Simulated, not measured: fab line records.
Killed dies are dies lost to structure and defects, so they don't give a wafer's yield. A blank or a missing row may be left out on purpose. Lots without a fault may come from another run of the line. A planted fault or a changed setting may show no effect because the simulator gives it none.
fab line records ; flow sky130
record lots=15; wafers=45; lastDay=50
route steps=708 shown GATE_OXIDE@189 POLY_GATE@236 LDD_LDN@296 SD_P@322 RES_XHIGH@341
lots that met no fault: taken from a fault-free run of the same line
startH: hours from the record's opening day to when the first of the lot's shown wafers began ; waitH: hours since the lot's step before ; " unchanged from the row above ; L1.1+2: a single row standing in for several wafers ; - no value, or no start was given ; * or withheld: withheld ; < > ~ a bound
route shown NAME@n: a module of which the file shows steps, and the number in the route of the first ; usual: the fault-free wafers' mean and standard deviation ; same: alike in all rows ; chamber/n: place in a boat ; sites: readings site by site ; _std_site: how widely they spread, as a standard deviation ; _edge_site: inner sites' mean taken away from outer sites' mean ; radiusMm: how far each site lies from the wafer's centre ; mask NAME#n: copy n ; behind: the last tool/chamber to shape the wafer ; hold: cause of the lot's hold/its duration in hours/its outcome ; device: the n, p or np transistor that did not switch ; end of line: tests run on the same wafers once the route is complete ; where a step has no rows: the recipe by itself ; killed: count of dies lost to structure and defects at first sort (not the wafer's yield) ; map: a wafer's dies, x killed, . not, _ none there
set.NAME: the run value of the setting; set.NAME@STEP: its run value at that earlier step ; model.NAME: the simulator's own value behind a step, which no gauge read
steps of the route over a sample of lots; a table a step, a row a wafer
services: a tool's chamber out of use, with start hour (startH, from the record's first day; less than 0 if before it), hours out, and reason
## steps
# step SKY_GATE_OXIDE_THK_MEAS_02
# recipe reads=SiO2_of_GATE_OXIDE_OXIDATION_01
# usual GATE_OXIDE_OXIDATION_00_THK=10.23/0.26
lot.wafer;tool;chamber;startH;waitH;GATE_OXIDE_OXIDATION_00_THK[nm]
L320.3;filmMetro-01;-;286.98;0.0;10.30
L320.4;filmMetro-01;-;286.98;0.0;10.27
L320.5;filmMetro-01;-;286.98;0.0;10.33
L323.2;filmMetro-03;-;316.62;0.0;10.60
L323.4;filmMetro-03;-;316.62;0.0;10.65
L323.6;filmMetro-03;-;316.62;0.0;10.78
L324.2;filmMetro-02;-;319.54;0.0;10.27
L324.4;filmMetro-02;-;319.54;0.0;10.06
L324.5;filmMetro-02;-;319.54;0.0;10.32
L328.1;filmMetro-01;-;354.20;0.0;10.11
L328.3;filmMetro-01;-;354.20;0.0;9.71
L328.5;filmMetro-01;-;354.20;0.0;9.92
L331.2;filmMetro-02;-;381.40;0.0;10.55
L331.3;filmMetro-02;-;381.40;0.0;10.33
L331.6;filmMetro-02;-;381.40;0.0;10.31
L332.2;filmMetro-03;-;395.99;0.0;9.94
L332.5;filmMetro-03;-;395.99;0.0;10.19
L332.6;filmMetro-03;-;395.99;0.0;10.09
L333.1;filmMetro-01;-;403.11;0.0;9.94
L333.3;filmMetro-01;-;403.11;0.0;10.08
L333.4;filmMetro-01;-;403.11;0.0;9.95
L334.1;filmMetro-03;-;403.11;0.0;9.70
L334.3;filmMetro-03;-;403.11;0.0;9.70
L334.6;filmMetro-03;-;403.11;0.0;9.70
L335.1;filmMetro-03;-;413.04;0.0;9.96
L335.3;filmMetro-03;-;413.04;0.0;9.82
L335.4;filmMetro-03;-;413.04;0.0;9.87
L337.1;filmMetro-03;-;434.44;0.0;10.23
L337.3;filmMetro-03;-;434.44;0.0;10.19
L337.5;filmMetro-03;-;434.44;0.0;10.00
L338.2;filmMetro-03;-;443.24;0.0;10.35
L338.3;filmMetro-03;-;443.24;0.0;10.04
L338.5;filmMetro-03;-;443.24;0.0;10.42
L339.1;filmMetro-01;-;450.78;0.0;10.17
L339.2;filmMetro-01;-;450.78;0.0;10.02
L339.4;filmMetro-01;-;450.78;0.0;10.03
L340.4;filmMetro-03;-;458.91;0.0;10.05
L340.5;filmMetro-03;-;458.91;0.0;10.49
L340.6;filmMetro-03;-;458.91;0.0;10.37
L341.2;filmMetro-02;-;470.03;0.0;10.01
L341.4;filmMetro-02;-;470.03;0.0;10.13
L341.6;filmMetro-02;-;470.03;0.0;10.12
L342.1;filmMetro-03;-;481.32;0.0;10.19
L342.4;filmMetro-03;-;481.32;0.0;10.08
L342.5;filmMetro-03;-;481.32;0.0;10.07
# step SKY_POLY_GATE_CD_MEAS_22
# usual cdNm=149.2/1.8
lot.wafer;tool;chamber;startH;waitH;cdNm
L320.3;cdSem-01;-;376.59;0.1;149.3
L320.4;cdSem-01;-;376.59;0.1;151.0
L320.5;cdSem-01;-;376.59;0.1;148.0
L323.2;cdSem-01;-;408.68;0.1;146.6
L323.4;cdSem-01;-;408.68;0.1;149.4
L323.6;cdSem-01;-;408.68;0.1;146.7
L324.2;cdSem-01;-;411.48;0.1;148.8
L324.4;cdSem-01;-;411.48;0.1;149.9
L324.5;cdSem-01;-;411.48;0.1;148.3
L328.1;cdSem-01;-;451.69;0.1;148.1
L328.3;cdSem-01;-;451.69;0.1;150.5
L328.5;cdSem-01;-;451.69;0.1;150.9
L331.2;cdSem-01;-;481.87;0.1;149.4
L331.3;cdSem-01;-;481.87;0.1;149.7
L331.6;cdSem-01;-;481.87;0.1;151.6
L332.2;cdSem-02;-;496.78;0.1;149.6
L332.5;cdSem-02;-;496.78;0.1;148.7
L332.6;cdSem-02;-;496.78;0.1;147.7
L334.1;cdSem-02;-;501.94;0.1;150.1
L334.3;cdSem-02;-;501.94;0.1;150.8
L334.6;cdSem-02;-;501.94;0.1;152.9
L333.1;cdSem-01;-;503.19;0.1;148.6
L333.3;cdSem-01;-;503.19;0.1;148.9
L333.4;cdSem-01;-;503.19;0.1;148.8
L335.1;cdSem-02;-;511.14;0.1;149.0
L335.3;cdSem-02;-;511.14;0.1;151.8
L335.4;cdSem-02;-;511.14;0.1;148.4
L337.1;cdSem-01;-;537.49;0.1;147.6
L337.3;cdSem-01;-;537.49;0.1;148.9
L337.5;cdSem-01;-;537.49;0.1;150.9
L338.2;cdSem-02;-;542.21;0.1;153.5
L338.3;cdSem-02;-;542.21;0.1;153.1
L338.5;cdSem-02;-;542.21;0.1;151.6
L339.1;cdSem-02;-;549.39;0.1;147.2
L339.2;cdSem-02;-;549.39;0.1;145.6
L339.4;cdSem-02;-;549.39;0.1;151.0
L340.4;cdSem-02;-;555.63;0.1;148.0
L340.5;cdSem-02;-;555.63;0.1;147.9
L340.6;cdSem-02;-;555.63;0.1;149.6
L341.2;cdSem-02;-;566.91;0.1;150.5
L341.4;cdSem-02;-;566.91;0.1;148.8
L341.6;cdSem-02;-;566.91;0.1;147.8
L342.1;cdSem-01;-;578.89;0.1;149.1
L342.4;cdSem-01;-;578.89;0.1;150.0
L342.5;cdSem-01;-;578.89;0.1;147.2
# step SKY_LDD_LDN_OVL_MEAS_07
# usual LDD_LDN_OVL=0.8/1.5
lot.wafer;tool;chamber;startH;waitH;LDD_LDN_OVL[nm]
L320.3;overlay-02;-;528.10;0.1;-1.3
L320.4;overlay-02;-;528.10;0.1;-1.2
L320.5;overlay-02;-;528.10;0.1;0.5
L323.2;overlay-01;-;560.84;0.1;-0.8
L323.4;overlay-01;-;560.84;0.1;-2.0
L323.6;overlay-01;-;560.84;0.1;-1.3
L324.2;overlay-01;-;565.01;0.1;4.2
L324.4;overlay-01;-;565.01;0.1;0.3
L324.5;overlay-01;-;565.01;0.1;0.0
L328.1;overlay-02;-;602.78;0.1;0.5
L328.3;overlay-02;-;602.78;0.1;1.2
L328.5;overlay-02;-;602.78;0.1;2.3
L331.2;overlay-01;-;632.51;0.1;0.1
L331.3;overlay-01;-;632.51;0.1;-0.1
L331.6;overlay-01;-;632.51;0.1;1.3
L332.2;overlay-02;-;646.56;0.1;2.6
L332.5;overlay-02;-;646.56;0.1;3.3
L332.6;overlay-02;-;646.56;0.1;3.5
L334.1;overlay-01;-;652.18;0.1;0.7
L334.3;overlay-01;-;652.18;0.1;1.1
L334.6;overlay-01;-;652.18;0.1;1.3
L333.1;overlay-02;-;653.75;0.1;2.2
L333.3;overlay-02;-;653.75;0.1;2.9
L333.4;overlay-02;-;653.75;0.1;-0.3
L335.1;overlay-02;-;659.88;0.1;-0.1
L335.3;overlay-02;-;659.88;0.1;1.4
L335.4;overlay-02;-;659.88;0.1;2.7
L337.1;overlay-02;-;685.10;0.1;2.6
L337.3;overlay-02;-;685.10;0.1;4.4
L337.5;overlay-02;-;685.10;0.1;3.9
L338.2;overlay-01;-;689.19;0.1;0.9
L338.3;overlay-01;-;689.19;0.1;1.0
L338.5;overlay-01;-;689.19;0.1;0.0
L339.1;overlay-01;-;697.19;0.1;0.6
L339.2;overlay-01;-;697.19;0.1;2.1
L339.4;overlay-01;-;697.19;0.1;-0.3
L340.4;overlay-02;-;704.12;0.1;-1.4
L340.5;overlay-02;-;704.12;0.1;2.3
L340.6;overlay-02;-;704.12;0.1;1.4
L341.2;overlay-02;-;712.54;0.1;1.7
L341.4;overlay-02;-;712.54;0.1;2.1
L341.6;overlay-02;-;712.54;0.1;0.7
L342.1;overlay-01;-;724.43;0.1;-1.1
L342.4;overlay-01;-;724.43;0.1;-0.7
L342.5;overlay-01;-;724.43;0.1;-0.5
# step SKY_SD_P_COAT_02
# recipe resist=NOVOLAK; spinRpm=3000; resistThkNm=1140
# usual chillPlateTempC=23.00/0.09; dispensePressureKPa=47/5.6; spinSpeedRpm=3000.0/1.8
lot.wafer;tool;chamber;startH;waitH;chillPlateTempC;dispensePressureKPa;spinSpeedRpm
L320.3;lithoTrack-04;0;574.98;0.1;23.07;55;3000.8
L320.4;lithoTrack-04;0;574.98;0.1;23.06;55;2998.8
L320.5;lithoTrack-04;0;574.98;0.1;22.98;55;2998.7
L323.2;lithoTrack-03;0;607.66;0.1;23.10;42;3000.7
L323.4;lithoTrack-03;0;607.66;0.1;23.18;42;3002.5
L323.6;lithoTrack-03;0;607.66;0.1;23.06;42;3000.9
L324.2;lithoTrack-03;0;611.26;0.1;22.90;42;3003.4
L324.4;lithoTrack-03;0;611.26;0.1;22.92;42;3000.1
L324.5;lithoTrack-03;0;611.26;0.1;22.97;42;3001.9
L328.1;lithoTrack-03;0;649.48;0.1;22.94;42;3003.0
L328.3;lithoTrack-03;0;649.48;0.1;23.16;42;3003.4
L328.5;lithoTrack-03;0;649.48;0.1;23.12;42;2999.3
L331.2;lithoTrack-03;0;676.41;0.1;22.92;42;3001.6
L331.3;lithoTrack-03;0;676.41;0.1;22.83;42;3003.4
L331.6;lithoTrack-03;0;676.41;0.1;22.86;42;3003.6
L332.2;lithoTrack-03;-;692.61;0.1;-;-;-
L332.5;lithoTrack-03;-;692.61;0.1;-;-;-
L332.6;lithoTrack-03;-;692.61;0.1;-;-;-
L334.1;lithoTrack-01;-;699.65;0.1;-;-;-
L334.3;lithoTrack-01;-;699.65;0.1;-;-;-
L334.6;lithoTrack-01;-;699.65;0.1;-;-;-
L333.1;lithoTrack-04;-;700.68;0.1;-;-;-
L333.3;lithoTrack-04;-;700.68;0.1;-;-;-
L333.4;lithoTrack-04;-;700.68;0.1;-;-;-
L335.1;lithoTrack-03;0;706.08;0.1;23.01;42;2998.8
L335.3;lithoTrack-03;0;706.08;0.1;23.01;42;2996.8
L335.4;lithoTrack-03;0;706.08;0.1;22.95;42;3002.1
L337.1;lithoTrack-01;0;729.60;0.1;22.93;46;2999.9
L337.3;lithoTrack-01;0;729.60;0.1;23.19;46;3001.5
L337.5;lithoTrack-01;0;729.60;0.1;23.00;46;3000.8
L338.2;lithoTrack-01;0;733.28;0.1;22.97;46;3002.4
L338.3;lithoTrack-01;0;733.28;0.1;22.96;46;3000.3
L338.5;lithoTrack-01;0;733.28;0.1;22.87;46;3000.8
L339.1;lithoTrack-04;0;740.68;0.1;22.85;55;3000.5
L339.2;lithoTrack-04;0;740.68;0.1;22.90;55;2999.5
L339.4;lithoTrack-04;0;740.68;0.1;23.03;55;3001.3
L340.4;lithoTrack-01;0;748.63;0.1;23.11;46;3000.4
L340.5;lithoTrack-01;0;748.63;0.1;23.00;46;2999.3
L340.6;lithoTrack-01;0;748.63;0.1;22.92;46;2996.6
L341.2;lithoTrack-01;0;756.28;0.1;23.21;46;2998.0
L341.4;lithoTrack-01;0;756.28;0.1;23.03;46;3000.1
L341.6;lithoTrack-01;0;756.28;0.1;23.13;46;3001.1
L342.1;lithoTrack-04;0;768.68;0.1;23.16;55;2997.1
L342.4;lithoTrack-04;0;768.68;0.1;23.22;55;3002.2
L342.5;lithoTrack-04;0;768.68;0.1;23.03;55;3002.8
# step SKY_SD_P_CD_MEAS_07
# recipe targetCdNm=380
# usual cdNm=380.5/2.5
lot.wafer;tool;chamber;startH;waitH;cdNm
L320.3;cdSem-02;-;589.57;0.1;378.2
L320.4;cdSem-02;-;589.57;0.1;376.8
L320.5;cdSem-02;-;589.57;0.1;378.0
L323.2;cdSem-02;-;621.92;0.1;382.4
L323.4;cdSem-02;-;621.92;0.1;380.3
L323.6;cdSem-02;-;621.92;0.1;382.0
L324.2;cdSem-01;-;626.05;0.1;378.1
L324.4;cdSem-01;-;626.05;0.1;377.3
L324.5;cdSem-01;-;626.05;0.1;374.1
L328.1;cdSem-02;-;664.08;0.1;384.7
L328.3;cdSem-02;-;664.08;0.1;382.9
L328.5;cdSem-02;-;664.08;0.1;386.2
L331.2;cdSem-02;-;691.15;0.1;379.1
L331.3;cdSem-02;-;691.15;0.1;378.8
L331.6;cdSem-02;-;691.15;0.1;377.0
L332.2;cdSem-01;-;706.70;0.1;-
L332.5;cdSem-01;-;706.70;0.1;-
L332.6;cdSem-01;-;706.70;0.1;-
L334.1;cdSem-01;-;713.50;0.1;-
L334.3;cdSem-01;-;713.50;0.1;-
L334.6;cdSem-01;-;713.50;0.1;-
L333.1;cdSem-02;-;714.78;0.1;-
L333.3;cdSem-02;-;714.78;0.1;-
L333.4;cdSem-02;-;714.78;0.1;-
L335.1;cdSem-01;-;720.45;0.1;383.0
L335.3;cdSem-01;-;720.45;0.1;382.8
L335.4;cdSem-01;-;720.45;0.1;383.2
L337.1;cdSem-02;-;742.95;0.1;383.5
L337.3;cdSem-02;-;742.95;0.1;381.4
L337.5;cdSem-02;-;742.95;0.1;382.2
L338.2;cdSem-01;-;747.45;0.1;384.8
L338.3;cdSem-01;-;747.45;0.1;386.6
L338.5;cdSem-01;-;747.45;0.1;384.3
L339.1;cdSem-01;-;754.70;0.1;378.8
L339.2;cdSem-01;-;754.70;0.1;380.0
L339.4;cdSem-01;-;754.70;0.1;380.0
L340.4;cdSem-02;-;762.39;0.1;378.3
L340.5;cdSem-02;-;762.39;0.1;381.3
L340.6;cdSem-02;-;762.39;0.1;377.8
L341.2;cdSem-02;-;769.47;0.1;381.8
L341.4;cdSem-02;-;769.47;0.1;382.6
L341.6;cdSem-02;-;769.47;0.1;380.8
L342.1;cdSem-02;-;781.88;0.1;384.0
L342.4;cdSem-02;-;781.88;0.1;385.1
L342.5;cdSem-02;-;781.88;0.1;381.7
# step SKY_RES_XHIGH_TW_MEAS_09
# usual RES_XHIGH_TW=1644/15
lot.wafer;tool;chamber;startH;waitH;RES_XHIGH_TW
L320.3;filmMetro-03;-;619.61;0.1;1665
L320.4;filmMetro-03;-;619.61;0.1;1667
L320.5;filmMetro-03;-;619.61;0.1;1662
L323.2;filmMetro-02;-;651.55;0.1;1628
L323.4;filmMetro-02;-;651.55;0.1;1627
L323.6;filmMetro-02;-;651.55;0.1;1625
L324.2;filmMetro-02;-;655.39;0.1;1628
L324.4;filmMetro-02;-;655.39;0.1;1629
L324.5;filmMetro-02;-;655.39;0.1;1634
L328.1;filmMetro-02;-;693.43;0.1;1628
L328.3;filmMetro-02;-;693.43;0.1;1622
L328.5;filmMetro-02;-;693.43;0.1;1627
L331.2;filmMetro-03;-;719.70;0.1;1665
L331.3;filmMetro-03;-;719.70;0.1;1660
L331.6;filmMetro-03;-;719.70;0.1;1667
L332.2;filmMetro-02;-;735.39;0.1;2852
L332.5;filmMetro-02;-;735.39;0.1;2861
L332.6;filmMetro-02;-;735.39;0.1;2889
L334.1;filmMetro-02;-;742.04;0.1;2861
L334.3;filmMetro-02;-;742.04;0.1;2877
L334.6;filmMetro-02;-;742.04;0.1;2876
L333.1;filmMetro-04;-;742.78;0.1;2884
L333.3;filmMetro-04;-;742.78;0.1;2905
L333.4;filmMetro-04;-;742.78;0.1;2887
L335.1;filmMetro-04;-;748.89;0.1;1644
L335.3;filmMetro-04;-;748.89;0.1;1640
L335.4;filmMetro-04;-;748.89;0.1;1650
L337.1;filmMetro-02;-;770.43;0.1;1630
L337.3;filmMetro-02;-;770.43;0.1;1621
L337.5;filmMetro-02;-;770.43;0.1;1625
L338.2;filmMetro-04;-;775.04;0.1;1641
L338.3;filmMetro-04;-;775.04;0.1;1637
L338.5;filmMetro-04;-;775.04;0.1;1637
L339.1;filmMetro-04;-;781.53;0.1;1641
L339.2;filmMetro-04;-;781.53;0.1;1629
L339.4;filmMetro-04;-;781.53;0.1;1634
L340.4;filmMetro-04;-;788.76;0.1;1638
L340.5;filmMetro-04;-;788.76;0.1;1629
L340.6;filmMetro-04;-;788.76;0.1;1639
L341.2;filmMetro-03;-;796.79;0.1;1654
L341.4;filmMetro-03;-;796.79;0.1;1661
L341.6;filmMetro-03;-;796.79;0.1;1660
L342.1;filmMetro-03;-;809.53;0.1;1671
L342.4;filmMetro-03;-;809.53;0.1;1660
L342.5;filmMetro-03;-;809.53;0.1;1653
## services
tool;chamber;startH;hours;kind
lithoTrack-04;-;747.59;-;consumableReplace:filter
## key
firstSign step=SKY_SD_P_COAT_02; reading=toolRecord; direction=missing
effect step=SKY_SD_P_CD_MEAS_07; reading=cdNm; direction=missing
effect step=SKY_RES_XHIGH_TW_MEAS_09; reading=RES_XHIGH_TW; direction=up; sigmas=82; usual=1644; struck=2877
metAt SKY_SD_P_COAT_02
struckLots L332,L333,L334
sortLeftOut L332.2,L332.5,L332.6,L333.1,L333.3,L333.4,L334.1,L334.3,L334.6
testerLeftOut L332,L333,L334
notActingAt SKY_GATE_OXIDE_THK_MEAS_02,SKY_POLY_GATE_CD_MEAS_22,SKY_LDD_LDN_OVL_MEAS_07
onsetBetween 676.41 692.61
fault kind=skippedStepWhole; tool=lithoTrack-01,lithoTrack-03,lithoTrack-04; chamber=-; onsetH=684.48; steps=SKY_SD_P_COAT_02; scope=struckLotsOnly
# testerLeftOut: of these lots the tester's yield and bins aren't shown, on N5 and GAA mostly nor the transistor test; their killed dies are dies lost to structure and defects alone, not to doping, threshold or leakage, so they don't give the yield
# sortLeftOut: the simulated sort isn't trusted on such a fault, so these wafers' sort isn't shown, and their yield isn't known
